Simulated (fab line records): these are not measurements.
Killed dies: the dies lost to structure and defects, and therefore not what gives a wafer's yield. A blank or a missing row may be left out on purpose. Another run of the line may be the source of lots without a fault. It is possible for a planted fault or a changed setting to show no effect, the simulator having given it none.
A struck lot beside a sound one || flow gf180mcu || 16 steps out of a route of 602
Sound: the wafers L718.1, L718.5, L718.6. Struck: wafer L733.4; the same lot's L733.6 was not struck, so it is left out; see the end for the cause.
Per side, at each step with rows, come the tool, then ch with its chambers, and then its first start. Under that, the readings that differ: sound wafers || struck wafers || difference of the means || sigmas: that difference in standard deviations of wafers without a fault.
alike: a reading whose means differ by less than 2 such deviations, as well as words and numbers matching on both sides. not compared: withheld readings; readings where some wafer has no value; bounds like >300 that might hide an equal value; numbers whose values overlap and for which the record gives no deviation.
A row with sigmas, a row that says differs or no value, or rows on one side alone: a step with any of these is where the two part. Numbers that have no deviation but don't overlap get no sigmas and don't part them. A reading that every wafer of one side lacks parts them only if that side has two wafers or more.

first, 1 step without rows for these wafers: GF_STI_DEVELOP_11 (develop time 60 s).
GF_STI_CD_MEAS_12 targets a cd of 220 nm.
  sound: cd_sem-02 at day 2 07:37; struck: cd_sem-02 at day 5 11:40
  alike: cd_nm
GF_STI_ETCH_13: etches the open film in CHF3/O2, stops on Si, target depth 282.31 nm, time 112.9 s.
  sound on rie_diel-01 ch 0,3, day 2 07:44; struck on rie_diel-03 ch 1, day 5 11:44
{"reading": "chamber_pressure_mTorr (mTorr)", "sound": "39.96 39.96 39.91", "struck": 40.02, "difference": "+0.08", "sigmas": "+2"}
{"reading": "chf3_flow_sccm (sccm)", "sound": "49.91 49.76 49.71", "struck": 50.20, "difference": "+0.41", "sigmas": "+3"}
{"reading": "oes_product_au (a.u.)", "sound": "0.829 0.835 0.813", "struck": 0.840, "difference": "+0.014", "sigmas": "+2"}
  alike: drypump_motor_current_A, throttle_valve_pct
  not compared: rf_hours_counter_h
GF_STI_ETCH_14: etches Si in HBr/Cl2/O2, target depth 360 nm, time 102.9 s.
  sound on rie_si-01 ch 2,3, day 2 07:49; struck on rie_si-02 ch 2, day 5 11:49
  alike: chamber_pressure_mTorr, drypump_motor_current_A, he_backside_leak_sccm, oes_product_au, throttle_valve_pct
  not compared: rf_hours_counter_h
GF_STI_STRIP_15: strips in O2/N2.
  sound on plasma_asher-01 ch 0,1, day 2 07:53; struck on plasma_asher-02 ch 0, day 5 11:55
{"reading": "heater_power_w (W)", "sound": "391 363 385", "struck": 307, "difference": -73, "sigmas": -2}
  alike: chamber_pressure_mTorr, drypump_motor_current_A, o2_flow_sccm, oes_product_au, strip_time_to_endpoint_s
  not compared: rf_hours_counter_h
then, 6 steps without rows for these wafers: GF_STI_CLEAN_16 (cleans in dHF, time 25 s); GF_STI_WET_ETCH_17 (etches Si3N4 in H3PO4, target depth 45 nm, time 514 s); GF_STI_CLEAN_18 (cleans in SC1/SC2, time 150 s); GF_STI_CLEAN_19 (cleans in dHF, time 20 s); GF_STI_WET_ETCH_20 (etches SiO2 in dHF, target depth 20 nm, time 400 s); GF_STI_OXIDATION_21 (stabilise 600 s, purge 300 s, target thk 15 nm).
GF_STI_THK_MEAS_22:
  sound: film_metro-03 at day 2 09:28; struck: film_metro-01 at day 5 13:32
{"reading": "STI_OXIDATION_01_THK (nm)", "sound": "14.81 14.75 14.87", "struck": 15.44, "difference": "+0.63", "sigmas": "+2"}
GF_STI_CVD_23: deposits SiO2, target thk 650 nm, time 108.3 s.
  sound on hdpcvd-01 ch 0,1,2, day 2 09:32; struck on hdpcvd-02 ch 1, day 5 13:37
{"reading": "model.SiO2_of_STI_CVD_23.thk_nm (nm)", "sound": "656.3 661.6 649.4", "struck": 594.1, "difference": -61.7, "sigmas": ""}
GF_STI_THK_MEAS_24:
  sound: film_metro-03 at day 2 09:36; struck: film_metro-01 at day 5 13:41
{"reading": "STI_CVD_23_THK (nm)", "sound": "656 662 649", "struck": 595, "difference": -61, "sigmas": -8}
GF_STI_CMP_25: polishes, stops on Si3N4, t overpolish 33 s, target thk 524.6 nm.
  sound on cmp-02 ch 0,1, day 2 09:40; struck on cmp-01 ch 0, day 5 13:52
  alike: motor_current_A, slurry_filter_dp_kPa
-- the record jumps here: 28 days lie between the struck wafers' starts before and after (it left off in module STI and takes up again in module PASSIVATION, whose first step shown is number 602 of the route) --
GF_PASSIVATION_PROBE_99:
  the record has rows for the struck wafers here (prober-02, day 33 07:02) and none for the sound ones

== WHERE THEY PART ==
Last at GF_PASSIVATION_PROBE_99 as far as this record goes, first at GF_STI_ETCH_13.

WHY: what the simulator had put in
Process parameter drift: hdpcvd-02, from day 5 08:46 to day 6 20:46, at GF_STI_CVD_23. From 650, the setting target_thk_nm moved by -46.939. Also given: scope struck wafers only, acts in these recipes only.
